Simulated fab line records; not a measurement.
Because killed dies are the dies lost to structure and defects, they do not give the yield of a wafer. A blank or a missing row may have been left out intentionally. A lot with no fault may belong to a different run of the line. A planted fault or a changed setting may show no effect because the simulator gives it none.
Which tool was responsible?    flow sky130    13 lots with 39 wafers sampled at 6 steps, on a route of 708 steps

== WHAT THE GAUGES READ, wafer by wafer ==
SKY_POLY_GATE_CD_MEAS_13 targets a cd of 150 nm. Usual: cd nm reads 150.3 nm (standard deviation 1.2).
lot   measured      on         cd nm (nm)         flag
L165  day 16 10:43  cd sem-01  148.7 150.4 150.2  
L166  day 16 20:09  cd sem-02  152.0 151.8 152.0  
L167  day 17 00:07  cd sem-01  148.8 148.9 148.6  
L168  day 17 11:24  cd sem-01  151.7 151.2 150.7  
L171  day 18 14:01  cd sem-01  149.4 148.6 150.4  
L172  day 19 00:52  cd sem-02  149.5 151.7 150.6  
L173  day 19 02:10  cd sem-02  149.2 149.6 149.5  
L174  day 19 15:43  cd sem-01  150.1 150.7 151.1  
L175  day 20 07:47  cd sem-02  150.8 149.7 150.1  
L176  day 21 00:19  cd sem-01  150.1 150.4 148.8  
L177  day 21 03:56  cd sem-01  150.7 150.4 150.8  
L188  day 24 22:01  cd sem-02  151.3 150.9 150.1  
L187  day 24 22:58  cd sem-01  152.0 152.3 152.7  

SKY_POLY_GATE_CD_MEAS_22. Usual: cd nm reads 149.9 nm (standard deviation 2.2).
lot   measured      on         cd nm (nm)         flag
L165  day 16 13:14  cd sem-01  146.3 149.4 149.9  
L166  day 16 22:07  cd sem-02  152.8 150.2 151.3  
L167  day 17 02:02  cd sem-01  147.2 146.3 148.4  
L168  day 17 15:08  cd sem-02  154.4 151.3 154.9  
L171  day 18 16:28  cd sem-02  148.3 149.2 145.8  
L172  day 19 03:32  cd sem-01  151.3 150.6 151.6  
L173  day 19 04:47  cd sem-01  149.0 147.3 149.0  
L174  day 19 19:31  cd sem-02  150.0 148.1 152.3  
L175  day 20 10:02  cd sem-01  148.1 147.7 150.2  
L176  day 21 02:11  cd sem-02  147.8 146.6 152.3  
L177  day 21 05:47  cd sem-02  149.6 150.1 149.9  
L188  day 25 00:37  cd sem-02  149.8 148.0 148.8  
L187  day 25 00:49  cd sem-02  153.6 154.4 153.1  

SKY_LDD_P_TW_MEAS_11. Usual: for LDD_P_TW the level is 637 and the standard deviation is 3.4.
lot   measured      on             LDD_P_TW     flag
L165  day 19 01:14  film metro-01  642 637 641  
L166  day 19 11:04  film metro-03  633 634 638  
L167  day 19 14:50  film metro-01  642 642 641  
L168  day 20 05:53  film metro-03  630 632 636  
L171  day 21 07:11  film metro-01  641 641 643  
L172  day 21 17:55  film metro-02  631 634 635  
L173  day 21 19:16  film metro-02  636 637 636  
L174  day 22 09:43  film metro-01  639 636 636  
L175  day 23 00:22  film metro-01  637 639 635  
L176  day 23 16:32  film metro-03  633 634 635  
L177  day 23 20:22  film metro-03  30 30 30     OFF
L188  day 27 11:37  film metro-01  640 642 645  
L187  day 27 12:53  film metro-02  641 638 640  

== TOOL THAT RAN EACH LOT (tool first, then ch and the chambers of the sampled wafers, then the start) ==
lot   SKY_RES_PROTECT_STRIP_07              SKY_LDD_N_STRIP_16                    SKY_LDD_P_STRIP_10
L165  plasma asher-04 ch 0,1, day 15 05:41  plasma asher-01 ch 0,1, day 17 19:18  plasma asher-04 ch 0,1, day 19 01:08
L166  plasma asher-01 ch 0,1, day 15 12:07  plasma asher-03 ch 1, day 18 04:27    plasma asher-04 ch 0,1, day 19 10:58
L167  plasma asher-02 ch 0,1, day 15 16:19  plasma asher-03 ch 0,1, day 18 07:47  plasma asher-02 ch 0,1, day 19 14:46
L168  plasma asher-02 ch 0,1, day 16 01:50  plasma asher-01 ch 0,1, day 18 21:47  plasma asher-03 ch 0,1, day 20 05:48
L171  plasma asher-04 ch 0,1, day 17 06:19  plasma asher-01 ch 0,1, day 19 23:47  plasma asher-02 ch 0,1, day 21 07:05
L172  plasma asher-01 ch 0,1, day 17 15:47  plasma asher-04 ch 0,1, day 20 11:09  plasma asher-02 ch 0,1, day 21 17:49
L173  plasma asher-01 ch 0,1, day 17 17:41  plasma asher-04 ch 0,1, day 20 12:03  plasma asher-02 ch 0,1, day 21 19:10
L174  plasma asher-04 ch 0,1, day 18 07:20  plasma asher-01 ch 0,1, day 21 03:02  plasma asher-04 ch 0,1, day 22 09:37
L175  plasma asher-02 ch 0,1, day 18 23:26  plasma asher-04 ch 0,1, day 21 17:41  plasma asher-02 ch 0,1, day 23 00:16
L176  plasma asher-02 ch 0,1, day 19 15:37  plasma asher-04 ch 0,1, day 22 10:17  plasma asher-02 ch 0,1, day 23 16:27
L177  plasma asher-02 ch 0,1, day 19 19:44  plasma asher-04 ch 0,1, day 22 13:36  plasma asher-03 ch 0,1, day 23 20:16
L188  plasma asher-02 ch 0, day 23 14:28    plasma asher-01 ch 0,1, day 26 06:45  plasma asher-04 ch 0,1, day 27 11:31
L187  plasma asher-04 ch 0,1, day 23 15:13  plasma asher-03 ch 0,1, day 26 07:44  plasma asher-04 ch 0,1, day 27 12:47
- SKY_RES_PROTECT_STRIP_07: strips in O2/N2.
- SKY_LDD_N_STRIP_16: strips in O2/N2.
- SKY_LDD_P_STRIP_10: strips in O2/N2.

== AS READ BY THE TOOLS THEMSELVES (means over the sampled wafers that have a number; for cases with no such wafer, the mark the record gives instead) ==
SKY_RES_PROTECT_STRIP_07. Usual: drypump motor current A 5.8 A, standard deviation 0.31; oes product au 0.517 a.u., standard deviation 0.0048; strip time to endpoint s 23.29 s, standard deviation 0.034.
lot   tool             drypump motor current A (A)  oes product au (a.u.)  strip time to endpoint s (s)  flag
L165  plasma asher-04  6.0                          0.516                  23.27                         
L166  plasma asher-01  5.4                          0.512                  23.33                         
L167  plasma asher-02  5.7                          0.517                  23.28                         
L168  plasma asher-02  5.7                          0.517                  23.23                         
L171  plasma asher-04  6.1                          0.518                  23.32                         
L172  plasma asher-01  5.2                          0.524                  23.29                         
L173  plasma asher-01  5.4                          0.514                  23.30                         
L174  plasma asher-04  6.0                          0.523                  23.31                         
L175  plasma asher-02  5.8                          0.517                  23.30                         
L176  plasma asher-02  5.7                          0.514                  23.30                         
L177  plasma asher-02  5.8                          0.519                  23.30                         
L188  plasma asher-02  5.7                          0.520                  23.33                         
L187  plasma asher-04  6.0                          0.518                  23.27                         

SKY_LDD_N_STRIP_16. Usual: drypump motor current A 5.6 A, standard deviation 0.49; oes product au 0.406 a.u., standard deviation 0.0048; strip time to endpoint s 4.314 s, standard deviation 0.014.
lot   tool             drypump motor current A (A)  oes product au (a.u.)  strip time to endpoint s (s)  flag
L165  plasma asher-01  5.3                          0.408                  4.313                         
L166  plasma asher-03  4.8                          0.404                  4.314                         
L167  plasma asher-03  5.1                          0.404                  4.316                         
L168  plasma asher-01  5.3                          0.403                  4.302                         
L171  plasma asher-01  5.2                          0.407                  4.311                         
L172  plasma asher-04  6.0                          0.406                  4.323                         
L173  plasma asher-04  6.0                          0.409                  4.296                         
L174  plasma asher-01  5.3                          0.407                  4.335                         
L175  plasma asher-04  6.0                          0.410                  4.320                         
L176  plasma asher-04  6.0                          0.407                  4.305                         
L177  plasma asher-04  6.1                          0.895                  -                             OFF
L188  plasma asher-01  5.3                          0.405                  4.298                         
L187  plasma asher-03  5.2                          0.404                  4.331                         

SKY_LDD_P_STRIP_10. Usual: drypump motor current A 5.7 A, standard deviation 0.39; oes product au 0.716 a.u., standard deviation 0.0047; strip time to endpoint s 14.19 s, standard deviation 0.043.
lot   tool             drypump motor current A (A)  oes product au (a.u.)  strip time to endpoint s (s)  flag
L165  plasma asher-04  6.0                          0.713                  14.16                         
L166  plasma asher-04  6.1                          0.715                  14.18                         
L167  plasma asher-02  5.8                          0.714                  14.14                         
L168  plasma asher-03  5.0                          0.717                  14.09                         
L171  plasma asher-02  5.8                          0.716                  14.24                         
L172  plasma asher-02  5.8                          0.712                  14.17                         
L173  plasma asher-02  5.8                          0.717                  14.25                         
L174  plasma asher-04  6.1                          0.715                  14.21                         
L175  plasma asher-02  5.7                          0.721                  14.14                         
L176  plasma asher-02  5.7                          0.712                  14.20                         
L177  plasma asher-03  5.1                          0.717                  16.10                         OFF
L188  plasma asher-04  6.1                          0.717                  14.20                         
L187  plasma asher-04  5.9                          0.716                  14.14                         

== THE ANSWER, worked out from the rows above alone ==
Rule: lot off if the mean of its wafers having a number is beyond 3 standard deviations from the usual mean. Also off: a lot with no number at a reading for which 4 or more lots have one. Where the step has rows for the other lots, those lots are counted as sound. The gauges are gone through in route order, then the tools' own readings, and for those a lot's mean is taken as printed above. At the first step where some lot is off, the reading lying furthest off is the one used; lots without a number count as furthest.
Off: L177, at SKY_LDD_P_TW_MEAS_11 (LDD_P_TW).
A tool fits if, at a process step before that reading, it ran every lot that is off, and no sound lot after the first of them. Not tried: the gauges at SKY_LDD_P_TW_MEAS_11; whatever is off there is also off at SKY_LDD_N_STRIP_16, on other tools, and gauge error can't account for it. 2 tools fit, plasma asher-04 at SKY_LDD_N_STRIP_16 and plasma asher-03 at SKY_LDD_P_STRIP_10, so this cannot tell which one it is.

== WHAT WAS PUT IN BY THE SIMULATOR ==
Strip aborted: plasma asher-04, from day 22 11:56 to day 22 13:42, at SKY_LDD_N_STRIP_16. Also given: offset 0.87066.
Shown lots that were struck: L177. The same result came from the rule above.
